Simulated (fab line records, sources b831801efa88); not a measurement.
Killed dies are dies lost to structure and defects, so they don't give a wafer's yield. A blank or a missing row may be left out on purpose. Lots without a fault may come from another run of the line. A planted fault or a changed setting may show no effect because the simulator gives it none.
Which tool did it? | flow sky130 | 7 lots, 21 wafers sampled, at 3 steps of a route of 708

WHAT THE GAUGES READ, wafer by wafer
SKY_NWELL_TW_MEAS_15.
lot  | measured     | on            | NWELL_TW
L985 | day 4 22:56  | film_metro-02 | 1793 1789 1792
L988 | day 5 12:07  | film_metro-04 | 1815 1813 1818
L991 | day 6 06:00  | film_metro-02 | 1794 1801 1791
L993 | day 6 14:10  | film_metro-02 | 1788 1785 1799
L998 | day 7 21:27  | film_metro-02 | 1788 1793 1789
L101 | day 8 17:03  | film_metro-02 | 1802 1805 1808
L106 | day 10 01:25 | film_metro-02 | 1798 1811 1795

WHICH TOOL RAN EACH LOT (tool, then ch and the chambers of the sampled wafers, then the start)
lot  | SKY_FIELD_ISO_ETCH_14             | SKY_NWELL_IMPLANT_13
L985 | rie_diel-03 ch 2,3, day 2 10:50   | implanter-03 ch 0, day 4 22:44
L988 | rie_diel-03 ch 0,1,3, day 3 04:05 | implanter-01 ch 0, day 5 11:52
L991 | rie_diel-01 ch 1,2,3, day 3 18:11 | implanter-01 ch 0, day 6 05:45
L993 | rie_diel-02 ch 2,3, day 4 03:11   | implanter-04 ch 0, day 6 13:56
L998 | rie_diel-02 ch 3, day 5 06:11     | implanter-04 ch 0, day 7 21:12
L101 | rie_diel-02 ch 1,2,3, day 5 21:14 | implanter-04 ch 0, day 8 16:48
L106 | rie_diel-02 ch 0,2,3, day 6 23:20 | implanter-03 ch 0, day 10 01:11
- SKY_FIELD_ISO_ETCH_14: etches BARC in N2/H2, stops on SiO2, time 45.9 s, target depth 60 nm.
- SKY_NWELL_IMPLANT_13

THE ANSWER, worked out from the rows above alone
Rule: what is usual is taken from the lots themselves. Put in order of their means at a reading, lots are off if they are a third of the lots or fewer, leave a main group of 4 or more, and stand apart from it by a gap of 3 or more times the standard deviation of the main group's means; of several such gaps the widest counts. A main group whose means are all the same, to the digits that the tables above print for the reading, isn't used. A lot without any number at a reading at which 4 lots or more have one is off too. The other lots that the step has rows for count as sound.
No lot is off at any reading shown: from this, nothing can be told.

WHAT THE SIMULATOR HAD PUT IN
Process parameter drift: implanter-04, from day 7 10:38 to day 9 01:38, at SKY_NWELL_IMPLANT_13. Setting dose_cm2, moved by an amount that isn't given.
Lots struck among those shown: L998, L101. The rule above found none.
